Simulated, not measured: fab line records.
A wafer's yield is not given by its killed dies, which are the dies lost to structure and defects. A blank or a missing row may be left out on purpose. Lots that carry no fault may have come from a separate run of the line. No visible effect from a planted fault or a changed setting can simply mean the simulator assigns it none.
Problem report, 8D (eight disciplines) form, completed by code | flow sky130 | the parts of the form that need people (team, actions taken, sign-off) are left out

== 1. PROBLEM STATEMENT ==
Wafers without a fault read 199.9 W, standard deviation 0.6; bias-w at SKY_FIELD_ISO_ETCH_15 reads a mean of 173.2 W on 2 wafers belonging to 2 lots. That puts it -45 standard deviations away from the usual mean.
The step: etches the open film in CHF3/O2, stops on Si, target depth 180 nm, time 72 s.
Seen first at day 6 02:36 on rie-diel-02, wafer L394.2. The record has a number at this step for 42 wafers belonging to 14 lots. Rule for "out" (also "out of limits"): further than 4 standard deviations from the usual mean. The rest of the wafers with a number are treated as sound.

== 2. WHAT IT IS AND WHAT IT IS NOT ==
question                    | is               | is not
which readings at this step | bias-w           | drypump-motor-current-A, oes-product-au, throttle-valve-pct
which lots                  | L394, L395       | L378, L379, L380, L381, L382, L383, L384, L385, L386, L387, L389, L390
which wafers of those lots  | L394.2, L395.5   | L394.1, L394.4, L395.1, L395.6
read on which tools         | rie-diel-02      | rie-diel-01, rie-diel-04
when                        | from day 6 02:36 | up to then (38 sound wafers); but 2 sound wafers of L395 came after

== 3. SUSPECTS, AND WHAT RULES EACH OUT ==
Counting: a tool at a process step up to the reading stays a suspect if it ran every lot that is out. Sound lots after the first of them don't rule it out here, since some wafers of a struck lot are sound.
- rie-diel-02 at SKY_FIELD_ISO_ETCH_15 (etches the open film in CHF3/O2, stops on Si, target depth 180 nm, time 72 s): kept. Ran every lot that is out, first one L394 (day 6 02:36); last sound lot up to then L389 (day 5 00:24). Its own bias-w readings are out on those wafers.
- Within rie-diel-02 at SKY_FIELD_ISO_ETCH_15: the wafers that are out ran in chamber 0; their sound lot-mates ran in chambers 1, 2, 3.
Left after counting: rie-diel-02 at SKY_FIELD_ISO_ETCH_15.

== 4. THE CAUSE (what the simulator had put in) ==
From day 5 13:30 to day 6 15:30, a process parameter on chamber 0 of rie-diel-02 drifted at SKY_FIELD_ISO_ETCH_15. The setting bias-w was moved by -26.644, starting from 200. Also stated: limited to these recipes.
The count eliminated every tool but this one.

== 5. SEQUENCE OF EFFECTS, ordered by route ==
Rows list readings where the struck wafers' mean (over those with a number) sits beyond 3 standard deviations from the usual. Readings are gone through only where the record gives a usual standard deviation; hours: the median, over the lots, of the time from a lot's start at the first step in this table giving one to that lot's start at this step; sigmas: the change measured in usual standard deviations.
hours | step                  | reading | usual   | on struck wafers | change | sigmas
0     | SKY_FIELD_ISO_ETCH_15 | bias-w  | 199.9 W | 173.2            | -26.7  | -45
Its process steps:
- SKY_FIELD_ISO_ETCH_15: etches the open film in CHF3/O2, stops on Si, target depth 180 nm, time 72 s.

== 6. WHAT WOULD HAVE CAUGHT IT SOONER ==
First out-of-limits reading in this record: day 6 02:36, which is 13 hours after fault onset at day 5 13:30.
